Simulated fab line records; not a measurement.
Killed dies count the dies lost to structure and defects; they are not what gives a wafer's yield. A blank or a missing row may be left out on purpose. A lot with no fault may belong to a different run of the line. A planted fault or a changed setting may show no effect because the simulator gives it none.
Which tool is to blame?    flow gf180mcu    12 lots, 36 wafers sampled, at 1 step of a route of 602

== WHAT THE GAUGES READ, wafer by wafer ==
GF_PSD_OVL_MEAS_08.
lot   measured      on          PSD_OVL (nm)
L075  day 14 17:25  overlay-02  -2.7 -1.7 -3.2
L077  day 15 07:01  overlay-02  -0.4 -0.3 0.3
L079  day 16 08:11  overlay-02  -2.4 -1.8 -1.3
L081  day 16 20:38  overlay-01  -2.8 -3.7 -2.2
L083  day 17 10:14  overlay-01  -1.1 -0.3 -0.7
L085  day 18 14:02  overlay-02  -0.6 -1.5 -0.1
L087  day 18 23:22  overlay-01  -2.7 -0.4 -0.4
L090  day 20 06:38  overlay-02  0.0 -0.9 -0.9
L091  day 20 19:58  overlay-01  -1.0 -1.0 -0.9
L093  day 21 05:17  overlay-01  -2.5 -1.5 -1.7
L095  day 21 19:28  overlay-01  -0.1 -0.9 -2.0
L097  day 22 09:24  overlay-01  -0.8 -2.1 -1.7

== TOOL THAT RAN EACH LOT (tool first, then ch and the chambers of the sampled wafers, then the start) ==
No process step before these readings appears in the record.

== THE ANSWER, worked out from the rows above alone ==
Rule: usual is defined by the lots themselves. Put in order of their means at a reading, lots are off if they are a third of the lots or fewer, leave a main group of 4 or more, and stand apart from it by a gap of 3 or more times the standard deviation of the main group's means; of several such gaps the widest counts. The tables above print the reading to a certain number of digits; a main group whose means all agree to those digits is not used. Also off: a lot with no number at a reading for which 4 or more lots have one. Any other lot the step has rows for is counted as sound.
Nothing can be told from this: no lot is off at any reading shown.

== WHAT WAS PUT IN BY THE SIMULATOR ==
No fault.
